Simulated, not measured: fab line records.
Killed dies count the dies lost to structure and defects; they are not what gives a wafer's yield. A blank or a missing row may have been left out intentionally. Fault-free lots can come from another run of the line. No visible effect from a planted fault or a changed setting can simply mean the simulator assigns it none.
Split-lot experiment -- flow gf180mcu -- 23 wafers read from 5 lots, route of 602 steps

== THE SPLIT ITSELF ==
At GF_MIM_SPUTTER_09 (material TiN, target thk 35 nm, time 29.2 s), the setting power w was moved away from the recipe's 6500 W on 4 of the 23 wafers read, by -5.7% to +6.3%. For the rest of the wafers, this setting stayed at what the recipe calls for.

The reading comes from the split's own step.

== THE READING ==
TiN_of_MIM_SPUTTER_09.thk nm (the simulator's own value, which no gauge read), in nm, at GF_MIM_SPUTTER_09 (material TiN, target thk 35 nm, time 29.2 s). No usual value for it is given in the file. Here, 19 wafers ran the recipe; their average is 35.14 nm with a standard deviation of 0.37 nm.

wafer,"tool, chamber at the split","power w as run, W",against the recipe,"TiN_of_MIM_SPUTTER_09.thk nm, nm",against lot-mates on the recipe
L076.3,"pvd sputter-03, -",6500,recipe,34.78,-
L076.4,"pvd sputter-03, -",6500,recipe,35.35,-
L076.5,"pvd sputter-03, -",6500,recipe,34.97,-
L078.1,"pvd sputter-04, -",6500,recipe,34.66,-
L078.2,"pvd sputter-04, -",6500,recipe,35.01,-
L078.4,"pvd sputter-04, -",6500,recipe,35.15,-
L078.5,"pvd sputter-04, -",6500,recipe,35.22,-
L078.6,"pvd sputter-04, -",6500,recipe,35.18,-
L079.1,"pvd sputter-03, -",6500,recipe,35.67,-
L079.2,"pvd sputter-03, -",6909,+6.3%,37.54,+1.72
L079.3,"pvd sputter-03, -",6500,recipe,35.78,-
L079.5,"pvd sputter-03, -",6500,recipe,36.02,-
L079.6,"pvd sputter-03, -",6909,+6.3%,37.51,+1.69
L082.1,"pvd sputter-03, -",6500,recipe,35.03,-
L082.2,"pvd sputter-03, -",6500,recipe,35.15,-
L082.3,"pvd sputter-03, -",6500,recipe,34.8,-
L082.5,"pvd sputter-03, -",6500,recipe,34.55,-
L082.6,"pvd sputter-03, -",6500,recipe,34.89,-
L083.1,"pvd sputter-03, -",6500,recipe,35.32,-
L083.4,"pvd sputter-03, -",6500,recipe,35.32,-
L083.2,"pvd sputter-03, -",6127,-5.7%,33.39,-1.76
L083.3,"pvd sputter-03, -",6500,recipe,34.82,-
L083.5,"pvd sputter-03, -",6127,-5.7%,33.15,-2.00

FIT RESULTS
A straight line over all 23 wafers: TiN_of_MIM_SPUTTER_09.thk nm changes by +0.355 nm for each +1% of power w; r = +0.93; the points scatter about the line by 0.36 nm.
The same after taking each lot's own level away (the mean of its wafers on the recipe; 23 wafers): +0.297 nm for each +1%; r = +0.96; scatter 0.21 nm.
Per that fit: largest power w move, reading shift of 1.9 nm.
Across the lots, their own levels run from 34.884 to 35.823 nm, a range of 2.5 times the standard deviation given above.
So the lot-to-lot level changes the slope: the two fits differ.
Check: for one of the wafers moved furthest among these (+6.3%), held out of the fit, the line's prediction against its lot-mates is +1.89 nm. It came out at +1.72 nm against them.

== THE OTHER SPLITS THESE WAFERS WENT THROUGH ==
Note: prior to the reading, these wafers also went through further splits. Each is held against what the fit with the lots' levels taken away leaves over:
other split on the same wafers,wafers away from the commonest value,r with TiN_of_MIM_SPUTTER_09.thk nm (lot level and that fit taken away)
GF_V3_CVD_02 time s,4,-0.20
GF_V3_PEB_12 peb temp c,8,+0.10
GF_V3_ETCH_16 ion energy ev,7,-0.08
GF_M4_SPUTTER_02 power w,9,+0.03
GF_M4_DEVELOP_13 dev temp c,10,+0.00
GF_V4_CVD_00 sih4 flow sccm,4,-0.32

== FILE'S OWN FIT ==
TiN_of_MIM_SPUTTER_09.thk nm changes by +0.297 nm for each +1% of power w, r = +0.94.
